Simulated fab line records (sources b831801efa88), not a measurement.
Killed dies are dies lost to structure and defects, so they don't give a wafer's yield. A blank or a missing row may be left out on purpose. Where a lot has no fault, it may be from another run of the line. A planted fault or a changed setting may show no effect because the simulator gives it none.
What tool caused it? + flow gf180mcu + Sampling: 13 lots, 39 wafers, 4 of 602 route steps

## WHAT THE GAUGES SHOWED, per wafer
GF_NWELL_OVL_MEAS_07.
| lot  | measured    | on         | NWELL_OVL (nm) |
|------|-------------|------------|----------------|
| L504 | day 3 12:06 | overlay-01 | 1.9 2.9 3.9    |
| L505 | day 3 18:50 | overlay-01 | 0.0 1.7 1.6    |
| L506 | day 3 23:38 | overlay-01 | 3.0 4.6 3.2    |
| L507 | day 4 04:14 | overlay-01 | 0.4 1.6 1.0    |
| L508 | day 4 10:16 | overlay-01 | 1.0 2.7 -0.4   |
| L509 | day 4 18:22 | overlay-01 | 2.6 2.5 3.2    |
| L511 | day 5 06:27 | overlay-01 | -1.4 0.2 0.3   |
| L521 | day 7 09:18 | overlay-02 | 1.4 2.0 0.1    |
| L522 | day 7 16:26 | overlay-02 | 0.1 1.7 0.8    |
| L523 | day 8 01:11 | overlay-02 | 1.2 -0.3 -0.9  |
| L524 | day 8 02:29 | overlay-01 | 3.1 2.9 1.7    |
| L525 | day 8 07:56 | overlay-01 | 1.4 0.9 1.8    |
| L526 | day 8 14:02 | overlay-02 | 0.2 0.4 -0.6   |

GF_LVPWELL_TW_MEAS_11.
| lot  | measured    | on            | LVPWELL_TW  |
|------|-------------|---------------|-------------|
| L504 | day 4 00:52 | film-metro-01 | 554 555 557 |
| L505 | day 4 08:22 | film-metro-03 | 560 558 558 |
| L506 | day 4 13:58 | film-metro-03 | 562 562 559 |
| L507 | day 4 18:16 | film-metro-03 | 564 563 564 |
| L508 | day 5 00:56 | film-metro-03 | 620 617 620 |
| L509 | day 5 09:58 | film-metro-03 | 624 619 620 |
| L511 | day 5 21:46 | film-metro-03 | 616 622 622 |
| L521 | day 8 01:58 | film-metro-01 | 551 552 558 |
| L522 | day 8 09:36 | film-metro-01 | 556 555 559 |
| L523 | day 8 18:58 | film-metro-01 | 553 557 553 |
| L524 | day 8 19:55 | film-metro-01 | 555 555 558 |
| L525 | day 9 00:49 | film-metro-01 | 558 555 556 |
| L526 | day 9 07:35 | film-metro-01 | 556 558 559 |

GF_VT_IMPLANT_RS_MEAS_48: measures by four-point-probe.
| lot  | measured     | on            | LVPWELL_RS (ohm/sq) |
|------|--------------|---------------|---------------------|
| L504 | day 7 19:01  | film-metro-03 | 1196 1195 1197      |
| L505 | day 8 04:11  | film-metro-03 | 1198 1199 1196      |
| L506 | day 8 11:13  | film-metro-03 | 1191 1193 1189      |
| L507 | day 8 15:26  | film-metro-01 | 1200 1198 1196      |
| L508 | day 8 22:29  | film-metro-01 | 1432 1434 1437      |
| L509 | day 9 10:19  | film-metro-03 | 1426 1432 1432      |
| L511 | day 10 00:14 | film-metro-03 | 1432 1424 1427      |
| L521 | day 12 13:47 | film-metro-03 | 1199 1195 1196      |
| L522 | day 13 01:04 | film-metro-01 | 1194 1195 1192      |
| L523 | day 13 10:20 | film-metro-03 | 1199 1198 1203      |
| L524 | day 13 11:52 | film-metro-01 | 1197 1197 1199      |
| L525 | day 13 18:22 | film-metro-01 | 1197 1194 1197      |
| L526 | day 14 03:42 | film-metro-01 | 1197 1193 1199      |

## TOOL THAT RAN EACH LOT (tool first, then ch and the chambers of the sampled wafers, then the start)
| lot  | GF_LVPWELL_IMPLANT_08          |
|------|--------------------------------|
| L504 | implanter-04 ch 0, day 4 00:28 |
| L505 | implanter-01 ch 0, day 4 07:58 |
| L506 | implanter-04 ch 0, day 4 13:34 |
| L507 | implanter-04 ch 0, day 4 17:53 |
| L508 | implanter-04 ch 0, day 5 00:32 |
| L509 | implanter-04 ch 0, day 5 09:34 |
| L511 | implanter-04 ch 0, day 5 21:23 |
| L521 | implanter-01 ch 0, day 8 01:35 |
| L522 | implanter-01 ch 0, day 8 09:12 |
| L523 | implanter-04 ch 0, day 8 18:35 |
| L524 | implanter-01 ch 0, day 8 19:31 |
| L525 | implanter-04 ch 0, day 9 00:27 |
| L526 | implanter-04 ch 0, day 9 07:13 |
- GF_LVPWELL_IMPLANT_08

## AS READ BY THE TOOLS THEMSELVES (means over the sampled wafers that have a number; for cases with no such wafer, the mark the record gives instead)
GF_LVPWELL_IMPLANT_08.
| lot  | tool         | tilt-deg (degrees) |
|------|--------------|--------------------|
| L504 | implanter-04 | 0.016              |
| L505 | implanter-01 | -0.001             |
| L506 | implanter-04 | 0.002              |
| L507 | implanter-04 | 0.003              |
| L508 | implanter-04 | 6.426              |
| L509 | implanter-04 | 6.430              |
| L511 | implanter-04 | 6.468              |
| L521 | implanter-01 | -0.017             |
| L522 | implanter-01 | 0.010              |
| L523 | implanter-04 | -0.001             |
| L524 | implanter-01 | -0.014             |
| L525 | implanter-04 | 0.006              |
| L526 | implanter-04 | -0.004             |

## THE ANSWER, worked out from the rows above alone
Rule: usual is defined by the lots themselves. Put in order of their means at a reading, lots are off if they are a third of the lots or fewer, leave a main group of 4 or more, and stand apart from it by a gap of 3 or more times the standard deviation of the main group's means; of several such gaps the widest counts. A main group whose means are all the same, to the digits that the tables above print for the reading, isn't used. Also off: a lot with no number at a reading for which 4 or more lots have one. The other lots that the step has rows for count as sound. First the gauges in route order, then the tools' own readings, where a lot's mean is used as printed above. The first step at which some lot is off is used, and at that step the reading that is off furthest; a lot without a number counts as furthest.
Off: L508, L509, L511, seen at GF_LVPWELL_TW_MEAS_11 (LVPWELL_TW). Main group: mean 557, sd 2.9.
A tool fits if, at a process step before that reading, it ran every lot that is off, and no sound lot after the first of them. The gauges at GF_LVPWELL_TW_MEAS_11 aren't tried: what is off there is off at GF_LVPWELL_IMPLANT_08 too, on other tools, and a gauge's error can't cause that. Of those tried, none fits.

## WHAT THE SIMULATOR HAD INSERTED
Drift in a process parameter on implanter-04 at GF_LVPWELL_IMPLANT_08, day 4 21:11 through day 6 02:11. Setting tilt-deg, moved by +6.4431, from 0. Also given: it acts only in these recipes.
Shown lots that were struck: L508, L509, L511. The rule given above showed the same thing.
